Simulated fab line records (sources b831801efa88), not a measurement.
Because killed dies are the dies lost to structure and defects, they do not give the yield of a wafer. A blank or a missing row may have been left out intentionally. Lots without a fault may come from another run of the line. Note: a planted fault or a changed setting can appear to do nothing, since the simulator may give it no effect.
Matching of chambers / flow gf180mcu / cmp-01 running GF_V2_CMP_26: 4 sister chambers
The step polishes, stops on SiO2, t overpolish 15 s, target thk 0 nm. 14 wafers are shown with their chamber, then 6 later ones without.

## WAFERS PAIRED WITH THEIR CHAMBERS
wafer=L761.1; chamber=0; motorCurrentA (A)=11.0; timeToEndpointS (s)=86; slurryFlowMlMin=149.3
wafer=L761.4; chamber=2; motorCurrentA (A)=11.4; timeToEndpointS (s)=85; slurryFlowMlMin=149.9
wafer=L761.6; chamber=3; motorCurrentA (A)=11.4; timeToEndpointS (s)=84; slurryFlowMlMin=149.3
wafer=L763.3; chamber=2; motorCurrentA (A)=11.5; timeToEndpointS (s)=89; slurryFlowMlMin=149.9
wafer=L763.5; chamber=2; motorCurrentA (A)=10.8; timeToEndpointS (s)=89; slurryFlowMlMin=149.8
wafer=L763.6; chamber=1; motorCurrentA (A)=9.8; timeToEndpointS (s)=87; slurryFlowMlMin=149.8
wafer=L768.3; chamber=3; motorCurrentA (A)=12.1; timeToEndpointS (s)=84; slurryFlowMlMin=150.2
wafer=L768.6; chamber=1; motorCurrentA (A)=9.9; timeToEndpointS (s)=85; slurryFlowMlMin=150.3
wafer=L767.1; chamber=2; motorCurrentA (A)=11.3; timeToEndpointS (s)=87; slurryFlowMlMin=150.5
wafer=L767.5; chamber=2; motorCurrentA (A)=11.1; timeToEndpointS (s)=84; slurryFlowMlMin=149.7
wafer=L767.6; chamber=1; motorCurrentA (A)=9.7; timeToEndpointS (s)=97; slurryFlowMlMin=149.3
wafer=L769.1; chamber=1; motorCurrentA (A)=9.1; timeToEndpointS (s)=99; slurryFlowMlMin=150.3
wafer=L769.2; chamber=2; motorCurrentA (A)=11.1; timeToEndpointS (s)=86; slurryFlowMlMin=150.2
wafer=L769.6; chamber=3; motorCurrentA (A)=12.3; timeToEndpointS (s)=85; slurryFlowMlMin=150.0

SIGNATURES (means of the wafers above)
reading=motorCurrentA; chamber 0=11.000; chamber 1=9.625; chamber 2=11.200; chamber 3=11.933; scatter within a chamber=0.34
reading=timeToEndpointS; chamber 0=86.00; chamber 1=92.00; chamber 2=86.67; chamber 3=84.33; scatter within a chamber=4.12
reading=slurryFlowMlMin; chamber 0=149.300; chamber 1=149.925; chamber 2=150.000; chamber 3=149.833; scatter within a chamber=0.397
Rule: distance of a wafer from a chamber = root of the sum over the readings of ((wafer's reading minus chamber's mean) / reading's scatter) squared. If the next closest chamber is less than 2 further off than the closest, the wafer can't be placed; otherwise it belongs to the closest. The scatter is the square root of a quotient: the sum, over the shown wafers, of each reading's squared deviation from its chamber's mean, divided by wafers minus chambers.

## WAFERS WITHOUT THEIR CHAMBER
wafer=L778.1; motorCurrentA (A)=12.3; timeToEndpointS (s)=84; slurryFlowMlMin=150.2
wafer=L778.4; motorCurrentA (A)=11.6; timeToEndpointS (s)=90; slurryFlowMlMin=150.3
wafer=L778.5; motorCurrentA (A)=11.1; timeToEndpointS (s)=93; slurryFlowMlMin=151.0
wafer=L779.1; motorCurrentA (A)=11.2; timeToEndpointS (s)=90; slurryFlowMlMin=150.1
wafer=L779.2; motorCurrentA (A)=12.0; timeToEndpointS (s)=80; slurryFlowMlMin=149.9
wafer=L779.3; motorCurrentA (A)=9.7; timeToEndpointS (s)=82; slurryFlowMlMin=149.5

## WHICH CHAMBER EACH WENT THROUGH
wafer=L778.1; from the rows above=can't be placed: 3 or 2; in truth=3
wafer=L778.4; from the rows above=can't be placed: 2 or 3 or 0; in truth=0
wafer=L778.5; from the rows above=can't be placed: 2 or 3 or 0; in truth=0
wafer=L779.1; from the rows above=can't be placed: 2 or 0 or 3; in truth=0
wafer=L779.2; from the rows above=can't be placed: 3 or 2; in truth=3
wafer=L779.3; from the rows above=can't be placed: 1 or 0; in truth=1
Placed correctly: 0 of 6. From these rows, 6 cannot be placed; in 6 the true chamber is one of the candidates. Number placed wrongly: 0.
